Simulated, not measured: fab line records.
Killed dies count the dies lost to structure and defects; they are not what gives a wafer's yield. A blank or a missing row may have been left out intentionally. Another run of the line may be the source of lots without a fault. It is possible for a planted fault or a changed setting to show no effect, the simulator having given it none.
fab line records | flow gf180mcu
[record] lots = 6 | wafers = 18 | lastDay = 34
route steps=602 shown HV_LDD@225 NSD@235 PSD@248
lots that met no fault: taken from a fault-free run of the same line
startH: the number of hours between the record's first day and the start of the first shown wafer of the lot | waitH: hours from the lot's prior step to this one | " unchanged from the row above | L1.1+2: a single row standing in for several wafers | - no value present, or no start provided | * or withheld: withheld | < > ~ a bound
route shown NAME@n: a module of which the file shows steps, and the number in the route of the first | usual: mean and standard deviation over wafers with no fault | same: alike in all rows | chamber/n: place in a boat | sites: each site's reading | _std_site: standard deviation across them | _edge_site: the outer-site mean with the inner-site mean subtracted | radiusMm: how far each site lies from the wafer's centre | mask NAME#n: copy n | behind: the tool/chamber that last shaped the wafer | hold: what put the lot on hold/how long, in hours/how the hold closed | device: names the non-switching transistor (n, p or np) | end of line: the route-end tests of the same wafers | where a step has no rows: the recipe by itself | killed: dies that structure and defects cost at the first sort, which is not the same as the wafer's yield | map: dies across one wafer; x = killed, . = not, _ = none there
set.NAME: the setting the step ran with; set.NAME@STEP: the setting that earlier step ran with | model.NAME: the simulator's own value behind a step, which no gauge read
lots at some steps of the route; a table a step, a row a wafer
services: a tool's chamber out of use, with start hour (startH, from the record's first day; less than 0 if before it), hours out, and reason
[[steps]]
[step GF_HV_LDD_STRIP_49]
[recipe] chemistry = O2/N2 | powerW = 1400 | pressureMtorr = 1500 | platenTempC = 250 | o2FlowSccm = 3000 | n2FlowSccm = 300 | overashFraction = 0.5
[usual] drypumpMotorCurrentA = 6.1/0.39 | heaterPowerW = 337/32 | oesProductAu = 0.715/0.0042 | stripTimeToEndpointS = 12.62/0.031
lot.wafer | tool           | chamber | startH | waitH | drypumpMotorCurrentA | heaterPowerW | oesProductAu | rfHoursCounterH | stripTimeToEndpointS
L547.1    | plasmaAsher-02 | 1       | 282.21 | 0.1   | 5.5                  | 298          | 0.716        | 17              | 12.61
L547.4    | "              | 1       | "      | "     | 5.5                  | 297          | 0.713        | -               | 12.66
L547.6    | "              | 1       | "      | "     | 5.5                  | 299          | 0.720        | -               | 12.62
L549.3    | plasmaAsher-02 | 1       | 295.08 | 0.1   | 5.5                  | 300          | 0.720        | -               | 12.65
L549.4    | "              | 0       | "      | "     | 6.5                  | 388          | 0.713        | -               | 12.61
L549.6    | "              | 0       | "      | "     | 6.5                  | 382          | 0.720        | -               | 12.67
L559.1    | plasmaAsher-03 | 0       | 382.41 | 0.1   | 6.3                  | 353          | 0.721        | 71              | 12.63
L559.4    | "              | 0       | "      | "     | 6.4                  | 347          | 0.715        | -               | 12.66
L559.6    | "              | 0       | "      | "     | 6.4                  | 342          | 0.719        | -               | 12.62
L560.2    | plasmaAsher-01 | 0       | 388.81 | 0.1   | 6.4                  | 299          | 0.715        | 77              | 12.68
L560.3    | "              | 1       | "      | "     | 6.1                  | 331          | 0.715        | -               | 12.64
L560.4    | "              | 0       | "      | "     | 6.4                  | 300          | 0.714        | -               | 12.66
L562.3    | plasmaAsher-02 | 1       | 396.75 | 0.1   | 5.5                  | 300          | 0.716        | -               | 12.64
L562.4    | "              | 0       | "      | "     | 6.5                  | 385          | 0.707        | -               | 12.66
L562.5    | "              | 0       | "      | "     | 6.5                  | 385          | 0.720        | -               | 12.63
L569.3    | plasmaAsher-03 | 0       | 469.09 | 0.1   | 6.3                  | 347          | 0.716        | -               | 12.62
L569.5    | "              | 1       | "      | "     | 5.7                  | 349          | 0.716        | -               | 12.66
L569.6    | "              | 0       | "      | "     | 6.3                  | 348          | 0.715        | -               | 12.61
[step GF_HV_LDD_TW_MEAS_50]
[usual] HV_LDD_4_TW = 566/4
lot.wafer | tool         | chamber | startH | waitH | HV_LDD_4_TW
L547.1    | filmMetro-04 | -       | 282.31 | 0.1   | 561
L547.4    | "            | -       | "      | "     | 564
L547.6    | "            | -       | "      | "     | 562
L549.3    | filmMetro-04 | -       | 295.17 | 0.1   | 558
L549.4    | "            | -       | "      | "     | 559
L549.6    | "            | -       | "      | "     | 556
L559.1    | filmMetro-01 | -       | 382.51 | 0.1   | 568
L559.4    | "            | -       | "      | "     | 573
L559.6    | "            | -       | "      | "     | 569
L560.2    | filmMetro-04 | -       | 388.92 | 0.1   | 565
L560.3    | "            | -       | "      | "     | 563
L560.4    | "            | -       | "      | "     | 563
L562.3    | filmMetro-01 | -       | 396.83 | 0.1   | 566
L562.4    | "            | -       | "      | "     | 563
L562.5    | "            | -       | "      | "     | 560
L569.3    | filmMetro-03 | -       | 469.18 | 0.1   | 560
L569.5    | "            | -       | "      | "     | 561
L569.6    | "            | -       | "      | "     | 561
[step GF_HV_LDD_CLEAN_51]
[recipe] chemistry = SC1/SC2 | mix = 1:4:20 | tempC = 70 | timeS = 150 | dry = n2Spin
[step GF_HV_LDD_RTA_52]
[recipe] tempC = 1000 | timeS = 10 | ambient = N2
[usual] lampPowerPct = 33.1/0.33 | wafer_temp_C_max = 1004.5/1.2
lot.wafer | tool         | chamber | startH | waitH | lampPowerPct | wafer_temp_C_max
L547.1    | rtpAnneal-02 | 0       | 282.43 | 0.0   | 32.7         | 1004.2
L547.4    | "            | 0       | "      | "     | 32.7         | 1003.2
L547.6    | "            | 0       | "      | "     | 32.8         | 1003.7
L549.3    | rtpAnneal-01 | 0       | 295.28 | 0.0   | 33.5         | 1004.8
L549.4    | "            | 0       | "      | "     | 33.4         | 1005.4
L549.6    | "            | 0       | "      | "     | 33.4         | 1005.7
L559.1    | rtpAnneal-02 | 0       | 382.62 | 0.0   | 32.8         | 1003.5
L559.4    | "            | 0       | "      | "     | 32.7         | 1004.3
L559.6    | "            | 0       | "      | "     | 32.7         | 1002.1
L560.2    | rtpAnneal-01 | 0       | 389.03 | 0.0   | 33.5         | 1007.2
L560.3    | "            | 0       | "      | "     | 33.4         | 1003.6
L560.4    | "            | 0       | "      | "     | 33.4         | 1003.4
L562.3    | rtpAnneal-01 | 0       | 396.97 | 0.0   | 33.4         | 1005.6
L562.4    | "            | 0       | "      | "     | 33.4         | 1005.1
L562.5    | "            | 0       | "      | "     | 33.4         | 1005.5
L569.3    | rtpAnneal-02 | 0       | 469.29 | 0.0   | 32.8         | 1002.6
L569.5    | "            | 0       | "      | "     | 32.8         | 1004.3
L569.6    | "            | 0       | "      | "     | 32.8         | 1004.5
[step GF_HV_LDD_RS_MEAS_53]
[recipe] thkMeasGauge = four-point-probe
[usual] HV_LDD_RS = 418.7/0.97
lot.wafer | tool         | chamber | startH | waitH | HV_LDD_RS[ohm/sq]
L547.1    | filmMetro-04 | -       | 282.50 | 0.1   | 420.2
L547.4    | "            | -       | "      | "     | 419.9
L547.6    | "            | -       | "      | "     | 420.0
L549.3    | filmMetro-01 | -       | 295.37 | 0.1   | 419.1
L549.4    | "            | -       | "      | "     | 419.2
L549.6    | "            | -       | "      | "     | 418.7
L559.1    | filmMetro-01 | -       | 382.76 | 0.1   | 418.0
L559.4    | "            | -       | "      | "     | 418.3
L559.6    | "            | -       | "      | "     | 418.5
L560.2    | filmMetro-03 | -       | 389.11 | 0.1   | 419.5
L560.3    | "            | -       | "      | "     | 417.4
L560.4    | "            | -       | "      | "     | 417.9
L562.3    | filmMetro-03 | -       | 397.05 | 0.1   | 418.9
L562.4    | "            | -       | "      | "     | 419.3
L562.5    | "            | -       | "      | "     | 418.9
L569.3    | filmMetro-03 | -       | 469.38 | 0.1   | 415.5
L569.5    | "            | -       | "      | "     | 417.3
L569.6    | "            | -       | "      | "     | 416.9
[step GF_HV_LDD_CVD_54]
[recipe] material = SiO2 | targetThkNm = 10 | precursor = TEOS | tempC = 680 | timeS = 75 | pressureMtorr = 400
[step GF_HV_LDD_THK_MEAS_55]
[recipe] reads = SiO2_of_HV_LDD_CVD_54
[usual] HV_LDD_CVD_54_THK = 10.00/0.17
lot.wafer | tool         | chamber | startH | waitH | HV_LDD_CVD_54_THK[nm]
L547.1    | filmMetro-03 | -       | 283.64 | 0.0   | 10.20
L547.4    | "            | -       | "      | "     | 10.16
L547.6    | "            | -       | "      | "     | 10.19
L549.3    | filmMetro-01 | -       | 296.49 | 0.0   | 10.09
L549.4    | "            | -       | "      | "     | 10.04
L549.6    | "            | -       | "      | "     | 9.82
L559.1    | filmMetro-01 | -       | 383.90 | 0.0   | 9.94
L559.4    | "            | -       | "      | "     | 10.02
L559.6    | "            | -       | "      | "     | 9.99
L560.2    | filmMetro-01 | -       | 390.24 | 0.0   | 10.05
L560.3    | "            | -       | "      | "     | 9.97
L560.4    | "            | -       | "      | "     | 9.99
L562.3    | filmMetro-03 | -       | 398.17 | 0.0   | 10.06
L562.4    | "            | -       | "      | "     | 9.99
L562.5    | "            | -       | "      | "     | 10.20
L569.3    | filmMetro-03 | -       | 471.77 | 0.0   | 9.84
L569.5    | "            | -       | "      | "     | 9.95
L569.6    | "            | -       | "      | "     | 9.99
[step GF_HV_LDD_CVD_56]
[recipe] material = Si3N4 | precursor = DCS/NH3 | targetThkNm = 90 | tempC = 770 | timeS = 1543 | pressureMtorr = 250
[step GF_HV_LDD_THK_MEAS_57]
[recipe] reads = Si3N4_of_HV_LDD_CVD_56
[usual] HV_LDD_CVD_56_THK = 90.0/0.96
lot.wafer | tool         | chamber | startH | waitH | HV_LDD_CVD_56_THK[nm]
L547.1    | filmMetro-01 | -       | 285.12 | 0.0   | 87.9
L547.4    | "            | -       | "      | "     | 87.7
L547.6    | "            | -       | "      | "     | 88.5
L549.3    | filmMetro-04 | -       | 297.97 | 0.0   | 89.3
L549.4    | "            | -       | "      | "     | 90.1
L549.6    | "            | -       | "      | "     | 88.6
L559.1    | filmMetro-04 | -       | 385.75 | 0.0   | 91.1
L559.4    | "            | -       | "      | "     | 91.1
L559.6    | "            | -       | "      | "     | 90.9
L560.2    | filmMetro-01 | -       | 391.73 | 0.0   | 90.7
L560.3    | "            | -       | "      | "     | 89.7
L560.4    | "            | -       | "      | "     | 90.1
L562.3    | filmMetro-01 | -       | 399.66 | 0.0   | 89.8
L562.4    | "            | -       | "      | "     | 90.0
L562.5    | "            | -       | "      | "     | 90.3
L569.3    | filmMetro-04 | -       | 473.74 | 0.0   | 92.5
L569.5    | "            | -       | "      | "     | 92.0
L569.6    | "            | -       | "      | "     | 92.6
[step GF_HV_LDD_ETCHBACK_58]
[recipe] chemistry = CH3F/O2 | target = Si3N4 | stopOn = SiO2 | sourceW = 400 | biasW = 80 | pressureMtorr = 25 | ch3fFlowSccm = 40 | O2_flow_sccm = 30 | timeS = 100 | targetDepthA = 900
[usual] drypumpMotorCurrentA = 5.6/0.52 | oesProductAu = 0.843/0.0071 | throttleValvePct = 10.561/0.0088
lot.wafer | tool       | chamber | startH | waitH | drypumpMotorCurrentA | oesProductAu | rfHoursCounterH | throttleValvePct
L547.1    | rieDiel-02 | 2       | 285.18 | 0.1   | 5.9                  | 0.832        | 116             | 10.558
L547.4    | "          | 0       | "      | "     | 6.2                  | 0.824        | 79              | 10.549
L547.6    | "          | 3       | "      | "     | 5.5                  | 0.829        | -               | 10.543
L549.3    | rieDiel-04 | 0       | 298.01 | 0.0   | 5.6                  | 0.840        | 1               | 10.567
L549.4    | "          | 1       | "      | "     | 5.6                  | 0.841        | 72              | 10.566
L549.6    | "          | 3       | "      | "     | 5.3                  | 0.832        | -               | 10.572
L559.1    | rieDiel-04 | 0       | 385.81 | 0.1   | 5.6                  | 0.848        | 4               | 10.566
L559.4    | "          | 3       | "      | "     | 5.3                  | 0.847        | 50              | 10.567
L559.6    | "          | 3       | "      | "     | 5.2                  | 0.859        | -               | 10.561
L560.2    | rieDiel-02 | 0       | 391.78 | 0.0   | 6.2                  | 0.849        | 83              | 10.555
L560.3    | "          | 2       | "      | "     | 5.9                  | 0.843        | 120             | 10.575
L560.4    | "          | 2       | "      | "     | 5.9                  | 0.841        | -               | 10.542
L562.3    | rieDiel-01 | 3       | 399.70 | 0.0   | 6.4                  | 0.844        | 7               | 10.554
L562.4    | "          | 1       | "      | "     | 4.8                  | 0.844        | 24              | 10.568
L562.5    | "          | 2       | "      | "     | 6.5                  | 0.841        | -               | 10.557
L569.3    | rieDiel-01 | 0       | 473.78 | 0.0   | 5.2                  | 0.856        | 7               | 10.563
L569.5    | "          | 3       | "      | "     | 6.4                  | 0.853        | -               | 10.567
L569.6    | "          | 2       | "      | "     | 6.5                  | 0.857        | -               | 10.570
[step GF_NSD_DEHYDRATE_00]
[recipe] tempC = 200 | timeS = 60
[step GF_NSD_HMDS_01]
[recipe] primeTimeS = 60 | primeTempC = 120
[step GF_NSD_COAT_02]
[recipe] resist = NOVOLAK | spinRpm = 3000 | resistThkNm = 1000
[usual] chillPlateTempC = 22.99/0.11 | dispensePressureKPa = 50.6/0.51 | exhaustPa = 44.9/0.91
lot.wafer | tool          | chamber | startH | waitH | chillPlateTempC | dispensePressureKPa | exhaustPa
L547.1    | lithoTrack-02 | 0       | 295.11 | 0.1   | 23.12           | 51.0                | 43.6
L547.4    | "             | 0       | "      | "     | 23.07           | 51.0                | 45.3
L547.6    | "             | 0       | "      | "     | 23.07           | 51.0                | 44.3
L549.3    | lithoTrack-02 | 0       | 308.11 | 0.1   | 23.00           | 51.0                | 44.3
L549.4    | "             | 0       | "      | "     | 23.14           | 51.0                | 45.9
L549.6    | "             | 0       | "      | "     | 23.06           | 51.0                | 44.7
L559.1    | lithoTrack-04 | -       | 396.90 | 0.1   | -               | -                   | -
L559.4    | "             | -       | "      | "     | -               | -                   | -
L559.6    | "             | -       | "      | "     | -               | -                   | -
L560.2    | lithoTrack-02 | -       | 403.48 | 0.1   | -               | -                   | -
L560.3    | "             | -       | "      | "     | -               | -                   | -
L560.4    | "             | -       | "      | "     | -               | -                   | -
L562.3    | lithoTrack-03 | 0       | 410.74 | 0.1   | 22.97           | 50.3                | 46.4
L562.4    | "             | 0       | "      | "     | 23.05           | 50.2                | 47.0
L562.5    | "             | 0       | "      | "     | 23.11           | 50.2                | 46.5
L569.3    | lithoTrack-04 | 0       | 485.25 | 0.1   | 23.00           | 49.8                | 45.5
L569.5    | "             | 0       | "      | "     | 22.87           | 49.8                | 45.8
L569.6    | "             | 0       | "      | "     | 23.18           | 49.8                | 46.1
[step GF_NSD_SOFTBAKE_03]
[recipe] tempC = 90 | timeS = 60 | resist = NOVOLAK
[step GF_NSD_EXPOSE_04]
[recipe] maskId = Nplus | targetCdNm = 400 | na = 0.6 | sourceShape = conventional | sigmaOuter = 0.6 | doseMj = 140
[step GF_NSD_PEB_05]
[recipe] tempC = withheld | timeS = * | resist = NOVOLAK
[step GF_NSD_DEVELOP_06]
[recipe] developTimeS = 60 | devTempC = 23
[step GF_NSD_CD_MEAS_07]
[recipe] targetCdNm = 400
[usual] cdNm = 399.7/2.6
lot.wafer | tool     | chamber | startH | waitH | cdNm
L547.1    | cdSem-01 | -       | 305.21 | 0.1   | 405.0
L547.4    | "        | -       | "      | "     | 402.2
L547.6    | "        | -       | "      | "     | 402.5
L549.3    | cdSem-01 | -       | 318.38 | 0.1   | 400.2
L549.4    | "        | -       | "      | "     | 399.9
L549.6    | "        | -       | "      | "     | 400.0
L559.1    | cdSem-02 | -       | 408.15 | 0.1   | -
L559.4    | "        | -       | "      | "     | -
L559.6    | "        | -       | "      | "     | -
L560.2    | cdSem-01 | -       | 415.18 | 0.2   | -
L560.3    | "        | -       | "      | "     | -
L560.4    | "        | -       | "      | "     | -
L562.3    | cdSem-01 | -       | 422.70 | 0.1   | 396.3
L562.4    | "        | -       | "      | "     | 396.1
L562.5    | "        | -       | "      | "     | 396.3
L569.3    | cdSem-02 | -       | 496.99 | 0.1   | 400.4
L569.5    | "        | -       | "      | "     | 398.0
L569.6    | "        | -       | "      | "     | 399.8
[step GF_NSD_OVL_MEAS_08]
[usual] NSD_OVL = 0.2/1.5
lot.wafer | tool       | chamber | startH | waitH | NSD_OVL[nm]
L547.1    | overlay-02 | -       | 305.33 | 0.1   | -0.4
L547.4    | "          | -       | "      | "     | 0.1
L547.6    | "          | -       | "      | "     | -1.0
L549.3    | overlay-01 | -       | 318.47 | 0.1   | 0.3
L549.4    | "          | -       | "      | "     | -0.6
L549.6    | "          | -       | "      | "     | 0.7
L559.1    | overlay-02 | -       | 408.27 | 0.1   | -
L559.4    | "          | -       | "      | "     | -
L559.6    | "          | -       | "      | "     | -
L560.2    | overlay-02 | -       | 415.29 | 0.1   | -
L560.3    | "          | -       | "      | "     | -
L560.4    | "          | -       | "      | "     | -
L562.3    | overlay-01 | -       | 422.79 | 0.1   | 0.1
L562.4    | "          | -       | "      | "     | -1.4
L562.5    | "          | -       | "      | "     | -0.6
L569.3    | overlay-01 | -       | 497.08 | 0.1   | 0.5
L569.5    | "          | -       | "      | "     | -0.6
L569.6    | "          | -       | "      | "     | 0.5
[step GF_NSD_IMPLANT_09]
[recipe] species = As | energyKev = 60 | doseCm2 = 4e+15 | tiltDeg = 7
[step GF_NSD_IMPLANT_10]
[recipe] species = P | energyKev = 40 | doseCm2 = 5e+14 | tiltDeg = 7
[step GF_NSD_STRIP_11]
[recipe] chemistry = O2/N2 | powerW = 1400 | pressureMtorr = 1500 | platenTempC = 250 | o2FlowSccm = 3000 | n2FlowSccm = 300 | overashFraction = 0.5
[usual] drypumpMotorCurrentA = 5.9/0.51 | heaterPowerW = 333/34 | oesProductAu = 0.487/0.0045 | stripTimeToEndpointS = 22.950/0.028
lot.wafer | tool           | chamber | startH | waitH | drypumpMotorCurrentA | heaterPowerW | oesProductAu | rfHoursCounterH | stripTimeToEndpointS
L547.1    | plasmaAsher-04 | 1       | 305.66 | 0.1   | 5.1                  | 337          | 0.492        | 51              | 22.941
L547.4    | "              | 1       | "      | "     | 5.1                  | 331          | 0.486        | -               | 22.938
L547.6    | "              | 1       | "      | "     | 5.1                  | 317          | 0.493        | -               | 22.967
L549.3    | plasmaAsher-01 | 1       | 318.83 | 0.1   | 6.1                  | 332          | 0.488        | -               | 22.923
L549.4    | "              | 0       | "      | "     | 6.4                  | 286          | 0.483        | -               | 22.949
L549.6    | "              | 0       | "      | "     | 6.4                  | 294          | 0.493        | -               | 22.959
L559.1    | plasmaAsher-01 | 1       | 408.61 | 0.1   | 6.1                  | 320          | -            | 79              | -
L559.4    | "              | 0       | "      | "     | 6.4                  | 287          | -            | -               | -
L559.6    | "              | 0       | "      | "     | 6.4                  | 299          | -            | -               | -
L560.2    | plasmaAsher-02 | 0       | 415.62 | 0.1   | 6.5                  | 396          | -            | 31              | -
L560.3    | "              | 0       | "      | "     | 6.5                  | 389          | -            | -               | -
L560.4    | "              | 1       | "      | "     | 5.5                  | 302          | -            | -               | -
L562.3    | plasmaAsher-04 | 0       | 423.15 | 0.1   | 5.8                  | 360          | 0.488        | -               | 22.911
L562.4    | "              | 1       | "      | "     | 5.1                  | 324          | 0.484        | -               | 22.888
L562.5    | "              | 0       | "      | "     | 5.8                  | 362          | 0.491        | -               | 22.922
L569.3    | plasmaAsher-02 | 0       | 497.44 | 0.1   | 6.5                  | 390          | 0.497        | -               | 22.948
L569.5    | "              | 1       | "      | "     | 5.4                  | 302          | 0.495        | -               | 22.955
L569.6    | "              | 0       | "      | "     | 6.5                  | 382          | 0.485        | -               | 22.954
[step GF_NSD_TW_MEAS_12]
[usual] NSD_TW = 4220/19
lot.wafer | tool         | chamber | startH | waitH | NSD_TW
L547.1    | filmMetro-01 | -       | 305.76 | 0.1   | 4222
L547.4    | "            | -       | "      | "     | 4253
L547.6    | "            | -       | "      | "     | 4246
L549.3    | filmMetro-04 | -       | 318.92 | 0.1   | 4247
L549.4    | "            | -       | "      | "     | 4239
L549.6    | "            | -       | "      | "     | 4218
L559.1    | filmMetro-01 | -       | 408.71 | 0.1   | 4214
L559.4    | "            | -       | "      | "     | 4197
L559.6    | "            | -       | "      | "     | 4194
L560.2    | filmMetro-02 | -       | 415.73 | 0.1   | 4220
L560.3    | "            | -       | "      | "     | 4219
L560.4    | "            | -       | "      | "     | 4229
L562.3    | filmMetro-01 | -       | 423.23 | 0.1   | 4210
L562.4    | "            | -       | "      | "     | 4189
L562.5    | "            | -       | "      | "     | 4212
L569.3    | filmMetro-02 | -       | 497.53 | 0.1   | 4220
L569.5    | "            | -       | "      | "     | 4225
L569.6    | "            | -       | "      | "     | 4233
[step GF_PSD_DEHYDRATE_00]
[recipe] tempC = 200 | timeS = 60
[step GF_PSD_HMDS_01]
[recipe] primeTimeS = 60 | primeTempC = 120
[step GF_PSD_COAT_02]
[recipe] resist = NOVOLAK | spinRpm = 3000 | resistThkNm = 1000
[step GF_PSD_SOFTBAKE_03]
[recipe] tempC = 90 | timeS = 60 | resist = NOVOLAK
[step GF_PSD_EXPOSE_04]
[recipe] maskId = Pplus | targetCdNm = 400 | na = 0.6 | sourceShape = conventional | sigmaOuter = 0.6 | doseMj = 140
[step GF_PSD_PEB_05]
[recipe] tempC = withheld | timeS = * | resist = NOVOLAK
[step GF_PSD_DEVELOP_06]
[recipe] developTimeS = 60 | devTempC = 23
[step GF_PSD_CD_MEAS_07]
[recipe] targetCdNm = 400
[usual] cdNm = 400.3/3
lot.wafer | tool     | chamber | startH | waitH | cdNm
L547.1    | cdSem-02 | -       | 327.11 | 0.1   | 398.5
L547.4    | "        | -       | "      | "     | 397.0
L547.6    | "        | -       | "      | "     | 398.7
L549.3    | cdSem-02 | -       | 340.00 | 0.1   | 396.5
L549.4    | "        | -       | "      | "     | 398.1
L549.6    | "        | -       | "      | "     | 398.3
L559.1    | cdSem-02 | -       | 432.65 | 0.1   | 402.2
L559.4    | "        | -       | "      | "     | 404.7
L559.6    | "        | -       | "      | "     | 405.2
L560.2    | cdSem-02 | -       | 439.77 | 0.1   | 398.5
L560.3    | "        | -       | "      | "     | 398.2
L560.4    | "        | -       | "      | "     | 396.9
L562.3    | cdSem-02 | -       | 446.25 | 0.1   | 398.2
L562.4    | "        | -       | "      | "     | 396.9
L562.5    | "        | -       | "      | "     | 395.8
L569.3    | cdSem-01 | -       | 520.14 | 0.1   | 401.5
L569.5    | "        | -       | "      | "     | 401.8
L569.6    | "        | -       | "      | "     | 402.8
[step GF_PSD_OVL_MEAS_08]
[usual] PSD_OVL = -0.3/1.3
lot.wafer | tool       | chamber | startH | waitH | PSD_OVL[nm]
L547.1    | overlay-01 | -       | 327.23 | 0.1   | 1.5
L547.4    | "          | -       | "      | "     | 0.9
L547.6    | "          | -       | "      | "     | -0.4
L549.3    | overlay-02 | -       | 340.09 | 0.1   | 0.0
L549.4    | "          | -       | "      | "     | -0.2
L549.6    | "          | -       | "      | "     | 1.9
L559.1    | overlay-02 | -       | 432.77 | 0.1   | -1.9
L559.4    | "          | -       | "      | "     | -2.8
L559.6    | "          | -       | "      | "     | -3.5
L560.2    | overlay-01 | -       | 439.88 | 0.1   | 0.1
L560.3    | "          | -       | "      | "     | 0.9
L560.4    | "          | -       | "      | "     | -0.5
L562.3    | overlay-01 | -       | 446.34 | 0.1   | -0.8
L562.4    | "          | -       | "      | "     | -0.2
L562.5    | "          | -       | "      | "     | -1.0
L569.3    | overlay-02 | -       | 520.24 | 0.1   | -1.5
L569.5    | "          | -       | "      | "     | -1.4
L569.6    | "          | -       | "      | "     | 0.0
[step GF_PSD_IMPLANT_09]
[recipe] species = BF2 | energyKev = 40 | doseCm2 = 1.5e+15 | tiltDeg = 7
[step GF_PSD_STRIP_10]
[recipe] chemistry = O2/N2 | powerW = 1400 | pressureMtorr = 1500 | platenTempC = 250 | o2FlowSccm = 3000 | n2FlowSccm = 300 | overashFraction = 0.5
[usual] drypumpMotorCurrentA = 5.8/0.5 | heaterPowerW = 345/28 | oesProductAu = 0.592/0.0043 | stripTimeToEndpointS = 16.54/0.034
lot.wafer | tool           | chamber | startH | waitH | drypumpMotorCurrentA | heaterPowerW | oesProductAu | rfHoursCounterH | stripTimeToEndpointS
L547.1    | plasmaAsher-03 | 1       | 327.41 | 0.1   | 5.6                  | 359          | 0.591        | 66              | 16.58
L547.4    | "              | 0       | "      | "     | 6.3                  | 349          | 0.597        | -               | 16.61
L547.6    | "              | 1       | "      | "     | 5.7                  | 359          | 0.595        | -               | 16.59
L549.3    | plasmaAsher-02 | 1       | 340.30 | 0.1   | 5.5                  | 302          | 0.590        | -               | 16.58
L549.4    | "              | 0       | "      | "     | 6.5                  | 388          | 0.593        | -               | 16.57
L549.6    | "              | 1       | "      | "     | 5.5                  | 294          | 0.599        | -               | 16.57
L559.1    | plasmaAsher-02 | 1       | 432.96 | 0.1   | 5.5                  | 295          | 0.601        | 33              | 16.57
L559.4    | "              | 1       | "      | "     | 5.5                  | 295          | 0.597        | -               | 16.53
L559.6    | "              | 1       | "      | "     | 5.5                  | 300          | 0.591        | -               | 16.54
L560.2    | plasmaAsher-04 | 0       | 440.06 | 0.1   | 5.8                  | 352          | 0.592        | 64              | 16.53
L560.3    | "              | 0       | "      | "     | 5.8                  | 349          | 0.590        | -               | 16.54
L560.4    | "              | 1       | "      | "     | 5.1                  | 323          | 0.597        | -               | 16.49
L562.3    | plasmaAsher-02 | 0       | 446.55 | 0.1   | 6.5                  | 388          | 0.594        | -               | 16.42
L562.4    | "              | 1       | "      | "     | 5.5                  | 302          | 0.592        | -               | 16.47
L562.5    | "              | 1       | "      | "     | 5.5                  | 305          | 0.586        | -               | 16.45
L569.3    | plasmaAsher-04 | 1       | 520.44 | 0.1   | 5.1                  | 333          | 0.595        | -               | 16.53
L569.5    | "              | 0       | "      | "     | 5.8                  | 356          | 0.599        | -               | 16.53
L569.6    | "              | 1       | "      | "     | 5.1                  | 326          | 0.585        | -               | 16.57
[step GF_PSD_TW_MEAS_11]
[usual] PSD_TW = 3159/13
lot.wafer | tool         | chamber | startH | waitH | PSD_TW
L547.1    | filmMetro-02 | -       | 327.51 | 0.1   | 3162
L547.4    | "            | -       | "      | "     | 3164
L547.6    | "            | -       | "      | "     | 3154
L549.3    | filmMetro-04 | -       | 340.38 | 0.1   | 3161
L549.4    | "            | -       | "      | "     | 3173
L549.6    | "            | -       | "      | "     | 3155
L559.1    | filmMetro-04 | -       | 433.06 | 0.1   | 4213
L559.4    | "            | -       | "      | "     | 4243
L559.6    | "            | -       | "      | "     | 4210
L560.2    | filmMetro-02 | -       | 440.17 | 0.1   | 4237
L560.3    | "            | -       | "      | "     | 4242
L560.4    | "            | -       | "      | "     | 4252
L562.3    | filmMetro-04 | -       | 446.63 | 0.1   | 3140
L562.4    | "            | -       | "      | "     | 3164
L562.5    | "            | -       | "      | "     | 3156
L569.3    | filmMetro-02 | -       | 520.53 | 0.1   | 3163
L569.5    | "            | -       | "      | "     | 3146
L569.6    | "            | -       | "      | "     | 3154
[step GF_PSD_CLEAN_12]
[recipe] chemistry = SC1/SC2 | mix = 1:4:20 | tempC = 70 | timeS = 150 | dry = n2Spin
[[services]]
tool           | chamber | startH | hours | kind
rieDiel-04     | 2       | 275.96 | 6.7   | repair
rieDiel-01     | 2       | 282.74 | 12.1  | repair
rieDiel-01     | 0       | 284.46 | 10.9  | repair
plasmaAsher-01 | -       | 288.54 | 0.9   | repair
rieDiel-04     | 0       | 289.29 | 3.8   | repair
plasmaAsher-02 | -       | 297.51 | 0.6   | repair
rieDiel-01     | 3       | 297.57 | 5.7   | repair
plasmaAsher-04 | -       | 308.55 | 14.6  | pm
plasmaAsher-02 | -       | 315.76 | 1.6   | repair
plasmaAsher-02 | -       | 325.43 | 2.8   | pm
rieDiel-02     | 3       | 326.36 | 18.8  | repair
rieDiel-02     | 3       | 351.18 | 17.2  | repair
rieDiel-01     | 1       | 360.64 | 4.5   | repair
rieDiel-02     | 1       | 372.18 | 4.8   | repair
plasmaAsher-03 | -       | 397.30 | 0.8   | repair
plasmaAsher-01 | -       | 421.25 | 9.0   | pm
plasmaAsher-01 | 0       | 421.25 | 9.0   | ventCycle
plasmaAsher-01 | 1       | 421.25 | 9.0   | ventCycle
plasmaAsher-04 | -       | 457.45 | 0.4   | repair
rieDiel-04     | 0       | 469.11 | 2.1   | repair
rieDiel-04     | -       | 491.78 | 2.8   | pm
rieDiel-01     | 0       | 496.06 | 11.2  | repair
rtpAnneal-02   | -       | 503.02 | 0.9   | pm
rieDiel-02     | 0       | 519.91 | 15.6  | repair
[[key]]
[firstSign] step = GF_NSD_COAT_02 | reading = toolRecord | direction = missing
[effect] step = GF_NSD_CD_MEAS_07 | reading = cdNm | direction = missing
[effect] step = GF_NSD_OVL_MEAS_08 | reading = NSD_OVL | direction = missing
[effect] step = GF_PSD_TW_MEAS_11 | reading = PSD_TW | direction = up | sigmas = 82 | usual = 3159 | struck = 4233
metAt GF_NSD_COAT_02
struckWafers L559.1,L559.4,L559.6,L560.2,L560.3,L560.4
sortLeftOut L559.1,L559.4,L559.6,L560.2,L560.3,L560.4
testerLeftOut L559,L560
onsetBetween 308.11 396.90
[fault] kind = skippedStepWhole | tool = lithoTrack-02,lithoTrack-04 | chamber = - | onsetH = 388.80 | steps = GF_NSD_COAT_02 | scope = struckLotsOnly
// testerLeftOut: of these lots the tester's yield and bins aren't shown, on N5 and GAA mostly nor the transistor test; their killed dies are dies lost to structure and defects alone, not to doping, threshold or leakage, so they don't give the yield
// sortLeftOut: the simulated sort isn't trusted on such a fault, so these wafers' sort isn't shown, and their yield isn't known
